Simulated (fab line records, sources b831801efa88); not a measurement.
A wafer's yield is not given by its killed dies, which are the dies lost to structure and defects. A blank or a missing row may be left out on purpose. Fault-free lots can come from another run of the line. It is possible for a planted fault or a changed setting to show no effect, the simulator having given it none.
Which tool is to blame? + flow sky130 + Sampling: 7 lots, 21 wafers, 2 of 708 route steps

WHAT THE GAUGES SHOWED, per wafer
SKY_VIA2_CD_MEAS_12 targets a cd of 200 nm.
| lot  | measured     | on        | cd-nm (nm)        |
|------|--------------|-----------|-------------------|
| L378 | day 36 09:25 | cd-sem-01 | 198.7 200.2 200.2 |
| L381 | day 37 11:38 | cd-sem-01 | 198.7 200.1 200.7 |
| L387 | day 39 10:53 | cd-sem-02 | 200.7 199.1 200.8 |
| L391 | day 41 08:15 | cd-sem-01 | 186.1 203.4 202.7 |
| L395 | day 41 18:21 | cd-sem-01 | 198.3 200.0 199.4 |
| L396 | day 42 05:47 | cd-sem-01 | 200.9 199.7 200.1 |
| L400 | day 42 20:04 | cd-sem-01 | 201.0 200.5 200.9 |

WHICH TOOL RAN EACH LOT (tool, then ch and the chambers of the sampled wafers, then the start)
| lot  | SKY_VIA2_DEVELOP_11               |
|------|-----------------------------------|
| L378 | litho-track-03 ch 0, day 36 09:00 |
| L381 | litho-track-02 ch 0, day 37 11:00 |
| L387 | litho-track-04 ch 0, day 39 10:00 |
| L391 | litho-track-03 ch 0, day 41 08:00 |
| L395 | litho-track-02 ch 0, day 41 18:00 |
| L396 | litho-track-02 ch 0, day 42 05:00 |
| L400 | litho-track-04 ch 0, day 42 19:00 |
- SKY_VIA2_DEVELOP_11: develop time 60 s.

THE ANSWER, worked out from the rows above alone
Rule: what is usual is taken from the lots themselves. The widest of any qualifying gaps counts: lots, ordered by their means at a reading, are off when they make up no more than a third of the lots, leave a main group of 4 or more, and stand apart from it by 3 or more times the standard deviation of that group's means. If all means in a main group match to the digits the tables above print for the reading, that group is not used. Also off: a lot with no number at a reading for which 4 or more lots have one. The other lots that the step has rows for count as sound.
Off: L391, at SKY_VIA2_CD_MEAS_12 (cd-nm). Mean 200.0 nm and standard deviation 0.49 in the main group.
A tool fits if, at a process step before that reading, it ran every lot that is off, and no sound lot after the first of them. Those tools and the gauges at SKY_VIA2_CD_MEAS_12 are tried in the same way. One fits: SKY_VIA2_DEVELOP_11 on litho-track-03. A fault onset in the window from L378 (day 36 09:00, its last sound lot) to L391 (day 41 08:00, its first lot off) fits.

WHAT WAS PUT IN BY THE SIMULATOR
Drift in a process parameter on litho-track-03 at SKY_VIA2_DEVELOP_11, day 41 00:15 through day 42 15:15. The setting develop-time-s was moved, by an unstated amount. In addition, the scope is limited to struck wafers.
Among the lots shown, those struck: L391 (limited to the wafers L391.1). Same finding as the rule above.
